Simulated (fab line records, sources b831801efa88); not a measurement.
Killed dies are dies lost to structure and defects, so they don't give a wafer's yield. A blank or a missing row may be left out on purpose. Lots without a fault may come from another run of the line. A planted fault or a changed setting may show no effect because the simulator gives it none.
A struck lot beside a sound one | flow sfq_line | 14 steps out of a route of 325
Sound: wafers L795.2, L795.3, L795.5. Struck: wafers L805.1, L805.3. (L805.5 of the same lot was not struck and is left out.) The cause comes at the end.
At each step with rows: each side's tool, then ch and its chambers, then its first start. Under that, the readings that differ: sound wafers | struck wafers | difference of the means | sigmas: that difference in standard deviations of wafers without a fault.
alike: readings whose means differ by less than 2 such deviations, and words and numbers that are the same on both sides. not compared: withheld readings, readings that some wafer has no value for, bounds like >300 that may hide the same value, and numbers for which the record gives no deviation and whose values overlap.
The two part at a step that has a row with sigmas, a row that says differs or no value, or rows on one side only. Numbers that don't overlap but have no deviation are shown without sigmas and don't part them. A reading that every wafer of one side lacks parts them only if that side has two wafers or more.

first, 6 steps without rows for these wafers: SFQ_TRILAYER_M0_LITHO_COAT_026 (resist thk 62 nm); SFQ_TRILAYER_M0_LITHO_COAT_021 (resist thk 600 nm); SFQ_TRILAYER_M0_LITHO_SOFTBAKE_025; SFQ_TRILAYER_M0_LITHO_EXPOSE_022 (exposes mask M0, target cd 500 nm); SFQ_TRILAYER_M0_LITHO_PEB_024 (peb time 60 s); SFQ_TRILAYER_M0_LITHO_DEVELOP_023 (time 60 s).
SFQ_M0_OVL_MEAS_906:
  sound on overlay-02, day 10 22:34; struck on overlay-01, day 13 19:50
  reading     | sound | struck | difference | sigmas
  M0_OVL (nm) | 3 8 7 | -2 -12 | -13        | -2
SFQ_TRILAYER_M0_BARC_OPEN_METAL_ETCH_031: etches BARC in O2, target depth 125 nm, time 41.7 s.
  sound on rie_metal-03 ch 1, day 10 22:48; struck on rie_metal-02 ch 0, day 13 19:52
  reading                     | sound       | struck  | difference | sigmas
  drypump_motor_current_A (A) | 6.4 6.4 6.4 | 4.8 4.8 | -1.6       | -3
  alike: oes_product_au
  not compared: rf_hours_counter_h
SFQ_TRILAYER_M0_ETCH_METAL_ETCH_024: etches Nb in Cl2/Ar, stops on SiO2, target depth 240 nm, time 120 s.
  sound on rie_metal-03 ch 1, day 10 22:56; struck on rie_metal-02 ch 0, day 13 19:55
  reading                     | sound       | struck  | difference | sigmas
  drypump_motor_current_A (A) | 6.4 6.5 6.5 | 4.8 4.8 | -1.7       | -3
  alike: oes_product_au
  not compared: rf_hours_counter_h
SFQ_TRILAYER_M0_STRIP_STRIP_025: strips in O2.
  sound on rie_metal-03 ch 1, day 10 23:21; struck on rie_metal-02 ch 0, day 13 20:03
  reading                     | sound             | struck      | difference | sigmas
  drypump_motor_current_A (A) | 6.4 6.4 6.4       | 4.8 4.9     | -1.6       | -3
  oes_product_au (a.u.)       | 0.978 0.989 0.981 | 1.015 1.006 | +0.028     | +3
  not compared: rf_hours_counter_h
then, 1 step without rows for these wafers: SFQ_TRILAYER_M0_STRIP_SOLV_CLEAN_026 (cleans in NMP, time 600 s).
SFQ_TRILAYER_I0_DEP_PECVD_027: deposits SiO2 from SiH4/N2O, time 111.11 s, target thk 500 nm.
  sound on pecvd-04 ch 1,2, day 11 00:42; struck on pecvd-03 ch 0,2, day 13 20:49
  alike: heater_power_w, throttle_valve_pct
SFQ_TRILAYER_I0_CMP_CMP_028: polishes SiO2.
  sound on cmp-01 ch 0,2,3, day 11 09:32; struck on cmp-02 ch 0,1, day 14 09:05
  reading                | sound       | struck  | difference | sigmas
  time_to_endpoint_s (s) | 210 222 220 | 112 123 | -100       | -12
  alike: motor_current_A
SFQ_I0_BOW_MEAS_907:
  sound on film_metro-03, day 11 11:34; struck on film_metro-04, day 14 12:05
  alike: I0_BOW

WHERE THEY PART
First at SFQ_M0_OVL_MEAS_906; last, within this record, at SFQ_TRILAYER_I0_CMP_CMP_028. Later steps at which nothing parts them and some readings are alike: SFQ_I0_BOW_MEAS_907.

WHY: what the simulator had put in
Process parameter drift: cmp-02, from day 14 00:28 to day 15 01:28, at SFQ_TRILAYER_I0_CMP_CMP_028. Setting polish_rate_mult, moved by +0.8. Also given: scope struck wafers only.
